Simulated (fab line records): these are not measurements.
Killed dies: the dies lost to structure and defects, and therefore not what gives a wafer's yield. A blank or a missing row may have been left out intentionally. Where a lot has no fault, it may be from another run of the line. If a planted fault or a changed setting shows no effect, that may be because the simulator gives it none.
Which tool is to blame? ; flow gf180mcu ; Sampling: 13 lots, 39 wafers, 5 of 602 route steps

WHAT THE GAUGES SHOWED, per wafer
GF_MVPSD_TW_MEAS_11. Usual: MVPSD_TW 552, standard deviation 4.1.
lot;measured;on;MVPSD_TW;flag
L919;day 4 22:22;film_metro-02;548 546 551;
L920;day 5 05:13;film_metro-02;552 548 549;
L921;day 5 10:20;film_metro-03;551 554 554;
L923;day 5 22:31;film_metro-02;546 546 546;
L926;day 6 23:14;film_metro-02;550 550 552;
L928;day 7 04:37;film_metro-04;558 551 556;
L936;day 9 09:50;film_metro-02;547 550 545;
L935;day 9 09:58;film_metro-04;556 553 553;
L937;day 9 13:40;film_metro-04;554 552 553;
L938;day 10 02:09;film_metro-03;554 559 554;
L940;day 10 09:51;film_metro-03;554 557 556;
L941;day 10 13:31;film_metro-04;557 559 557;
L942;day 10 18:02;film_metro-02;546 547 545;

GF_DUAL_GATE_THK_MEAS_03. Usual: DUAL_GATE_OXIDATION_00_THK 10.79 nm, standard deviation 0.19.
lot;measured;on;DUAL_GATE_OXIDATION_00_THK (nm);flag
L919;day 7 10:31;film_metro-01;10.90 10.83 10.86;
L920;day 7 18:10;film_metro-03;10.70 10.97 11.05;
L921;day 8 00:37;film_metro-01;11.11 10.98 11.28;
L923;day 8 15:10;film_metro-01;10.47 10.56 10.80;
L926;day 9 19:32;film_metro-02;12.25 12.04 12.19;OFF
L928;day 10 04:35;film_metro-01;12.18 12.06 11.96;OFF
L936;day 12 12:54;film_metro-03;10.79 10.58 10.66;
L935;day 12 15:43;film_metro-01;10.69 10.65 10.67;
L937;day 12 21:12;film_metro-03;11.02 10.84 10.84;
L938;day 13 07:46;film_metro-02;10.39 10.59 10.49;
L940;day 13 16:11;film_metro-03;10.60 10.71 10.83;
L941;day 13 20:10;film_metro-03;10.99 10.99 11.04;
L942;day 14 01:50;film_metro-03;10.75 10.82 10.76;

GF_POLY_GATE_OVL_MEAS_11. Usual: POLY_GATE_OVL 0 nm, standard deviation 6.
lot;measured;on;POLY_GATE_OVL (nm);flag
L919;day 9 00:21;overlay-01;-6 -2 2;
L920;day 9 07:24;overlay-02;-5 -5 -6;
L921;day 9 14:31;overlay-02;2 1 -2;
L923;day 10 06:28;overlay-01;-7 -2 -4;
L926;day 11 11:21;overlay-01;-4 -4 -3;
L928;day 11 20:54;overlay-02;0 0 0;
L936;day 14 10:32;overlay-01;-6 6 -6;
L935;day 14 11:12;overlay-01;1 4 1;
L937;day 14 16:33;overlay-01;-5 -8 -4;
L938;day 15 06:12;overlay-02;10 8 17;
L940;day 15 12:29;overlay-01;-4 -2 2;
L941;day 15 18:12;overlay-02;-2 3 0;
L942;day 16 00:16;overlay-02;-6 -6 -1;

WHICH TOOL RAN EACH LOT (tool, then ch and the chambers of the sampled wafers, then the start)
lot;GF_DUAL_GATE_OXIDATION_02;GF_DUAL_GATE_STRIP_13
L919;furnace-02 ch 0, day 7 09:04;plasma_asher-03 ch 0,1, day 8 02:30
L920;furnace-01 ch 0, day 7 16:43;plasma_asher-03 ch 0, day 8 10:42
L921;furnace-02 ch 0, day 7 23:09;plasma_asher-03 ch 1, day 8 17:17
L923;furnace-01 ch 0, day 8 13:43;plasma_asher-04 ch 0,1, day 9 08:31
L926;furnace-02 ch 0, day 9 18:05;plasma_asher-03 ch 0,1, day 10 13:31
L928;furnace-02 ch 0, day 10 03:08;plasma_asher-03 ch 0,1, day 10 22:31
L936;furnace-01 ch 0, day 12 11:26;plasma_asher-04 ch 0,1, day 13 08:04
L935;furnace-01 ch 0, day 12 14:17;plasma_asher-03 ch 0,1, day 13 11:15
L937;furnace-02 ch 0, day 12 19:46;plasma_asher-04 ch 0,1, day 13 16:50
L938;furnace-01 ch 0, day 13 06:19;plasma_asher-04 ch 0,1, day 14 03:52
L940;furnace-01 ch 0, day 13 14:44;plasma_asher-04 ch 0, day 14 12:39
L941;furnace-02 ch 0, day 13 18:43;plasma_asher-01 ch 0,1, day 14 16:53
L942;furnace-01 ch 0, day 14 00:22;plasma_asher-03 ch 0,1, day 14 22:43
- GF_DUAL_GATE_OXIDATION_02: stabilise 600 s, purge 300 s, target thk 10.887 nm.
- GF_DUAL_GATE_STRIP_13: strips in O2/N2.

AS READ BY THE TOOLS THEMSELVES (means over the sampled wafers that have a number; for cases with no such wafer, the mark the record gives instead)
GF_DUAL_GATE_OXIDATION_02. Usual: spike_tc_centre_C 900.1 C, standard deviation 0.94; zone_power_centre_pct 19.57 %, standard deviation 0.26; zone_power_top_pct 32.8 %, standard deviation 0.4.
lot;tool;spike_tc_centre_C (C);zone_power_centre_pct (%);zone_power_top_pct (%);flag
L919;furnace-02;900.4;19.00;33.2;
L920;furnace-01;900.6;19.88;32.5;
L921;furnace-02;900.8;19.45;33.2;
L923;furnace-01;900.6;19.76;32.5;
L926;furnace-02;899.8;19.48;33.1;
L928;furnace-02;899.7;19.46;32.9;
L936;furnace-01;900.1;19.75;32.2;
L935;furnace-01;900.0;19.54;32.7;
L937;furnace-02;900.1;19.38;32.7;
L938;furnace-01;899.3;19.60;32.6;
L940;furnace-01;899.5;19.78;32.6;
L941;furnace-02;899.3;19.33;33.1;
L942;furnace-01;899.6;19.71;32.4;

GF_DUAL_GATE_STRIP_13. Usual: drypump_motor_current_A 5.7 A, standard deviation 0.46; heater_power_w 321 W, standard deviation 25; n2_flow_sccm 299.9 sccm, standard deviation 0.92; oes_product_au 0.715 a.u., standard deviation 0.0049; strip_time_to_endpoint_s 12.62 s, standard deviation 0.034.
lot;tool;drypump_motor_current_A (A);heater_power_w (W);n2_flow_sccm (sccm);oes_product_au (a.u.);strip_time_to_endpoint_s (s);flag
L919;plasma_asher-03;5.9;295;300.2;0.716;12.63;
L920;plasma_asher-03;6.6;312;300.3;0.714;12.57;
L921;plasma_asher-03;5.5;295;299.2;0.713;12.63;
L923;plasma_asher-04;5.4;326;298.9;0.714;12.62;
L926;plasma_asher-03;5.9;297;299.6;0.718;12.59;
L928;plasma_asher-03;5.9;297;301.2;0.713;12.60;
L936;plasma_asher-04;5.6;324;300.0;0.718;12.64;
L935;plasma_asher-03;5.9;299;299.6;0.715;12.64;
L937;plasma_asher-04;5.6;324;299.6;0.715;12.62;
L938;plasma_asher-04;5.6;322;300.3;0.712;12.60;
L940;plasma_asher-04;5.3;329;301.1;0.718;12.63;
L941;plasma_asher-01;5.4;335;300.1;0.714;12.59;
L942;plasma_asher-03;5.9;301;299.1;0.714;12.70;

THE ANSWER, worked out from the rows above alone
Rule: a lot is off if the mean of its wafers that have a number lies more than 3 standard deviations from the usual mean. Also off: a lot with no number at a reading for which 4 or more lots have one. All remaining lots with rows at the step are treated as sound. First the gauges in route order, then the tools' own readings, where a lot's mean is used as printed above. The first step at which some lot is off is used, and at that step the reading that is off furthest; a lot without a number counts as furthest.
Off: at GF_DUAL_GATE_THK_MEAS_03 (DUAL_GATE_OXIDATION_00_THK), L926, L928.
If a tool, at a process step before that reading, ran all the lots that are off and no sound lot after the first of them, it fits. Gauges at GF_DUAL_GATE_THK_MEAS_03: tried the same way as those tools. No candidate that was tried fits.

WHAT THE SIMULATOR PUT IN
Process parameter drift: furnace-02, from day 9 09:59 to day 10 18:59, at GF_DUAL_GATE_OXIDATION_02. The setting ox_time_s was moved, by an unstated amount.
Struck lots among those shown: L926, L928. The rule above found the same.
